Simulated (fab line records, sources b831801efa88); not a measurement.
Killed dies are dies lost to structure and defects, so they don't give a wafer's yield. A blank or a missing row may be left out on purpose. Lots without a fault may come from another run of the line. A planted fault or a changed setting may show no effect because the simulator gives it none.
Chamber matching | flow sky130 | SKY_FIELD_ISO_CMP_27 on cmp-01: 4 sister chambers
The step polishes, stops on Si3N4, t overpolish 16 s, target thk 457.8 nm. 14 wafers are shown with their chamber, then 7 later ones without.

WAFERS WITH THEIR CHAMBER
wafer  | chamber | motor_current_A (A) | overpolish_run_s (s) | time_to_endpoint_s (s)
L319.2 | 0       | 12.4                | 15.995               | 119
L319.3 | 1       | 11.8                | 16.004               | 115
L319.4 | 3       | 12.1                | 16.005               | 117
L323.1 | 3       | 11.7                | 15.971               | 107
L323.3 | 0       | 12.0                | 16.002               | 112
L323.6 | 2       | 14.9                | 15.992               | 111
L324.1 | 1       | 12.0                | 16.008               | 112
L324.2 | 0       | 11.6                | 15.997               | 117
L324.6 | 0       | 12.0                | 16.002               | 114
L325.3 | 1       | 12.7                | 16.001               | 112
L325.5 | 2       | 15.0                | 15.994               | 115
L325.6 | 1       | 12.5                | 15.998               | 110
L331.1 | 1       | 12.3                | 15.996               | 110
L331.3 | 3       | 11.0                | 15.996               | 113

SIGNATURES (means of the wafers above)
reading            | chamber 0 | chamber 1 | chamber 2 | chamber 3 | scatter within a chamber
motor_current_A    | 12.000    | 12.260    | 14.950    | 11.600    | 0.384
overpolish_run_s   | 15.99900  | 16.00140  | 15.99300  | 15.99067  | 0.00867
time_to_endpoint_s | 115.50    | 111.80    | 113.00    | 112.33    | 3.23
Rule: a wafer's distance from a chamber is the root of the sum, over the readings, of the square of ((its reading less the chamber's mean) divided by the reading's scatter). The wafer belongs to the nearest chamber; if the next one is less than 2 further off, it can't be placed. The scatter: the root of (the sum of the squares of (reading less its chamber's mean) over the shown wafers, divided by (wafers less chambers)).

WAFERS WITHOUT THEIR CHAMBER
wafer  | motor_current_A (A) | overpolish_run_s (s) | time_to_endpoint_s (s)
L331.6 | 11.4                | 15.981               | 109
L332.2 | 12.6                | 16.018               | 105
L332.4 | 14.3                | 16.002               | 112
L332.6 | 11.7                | 16.010               | 108
L341.2 | 12.2                | 16.011               | 110
L341.3 | 15.5                | 16.018               | 113
L341.5 | 12.1                | 15.993               | 114

WHICH CHAMBER EACH WENT THROUGH
wafer  | from the rows above          | in truth
L331.6 | can't be placed: 3 or 0 or 1 | 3
L332.2 | can't be placed: 1 or 0 or 3 | 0
L332.4 | 2                            | 2
L332.6 | can't be placed: 1 or 3 or 0 | 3
L341.2 | can't be placed: 1 or 0 or 3 | 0
L341.3 | 2                            | 2
L341.5 | can't be placed: 0 or 1 or 3 | 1
Placed correctly: 2 of 7. Can't be placed from these rows: 5 (the true chamber is among the candidates in 5). Placed wrongly: 0.
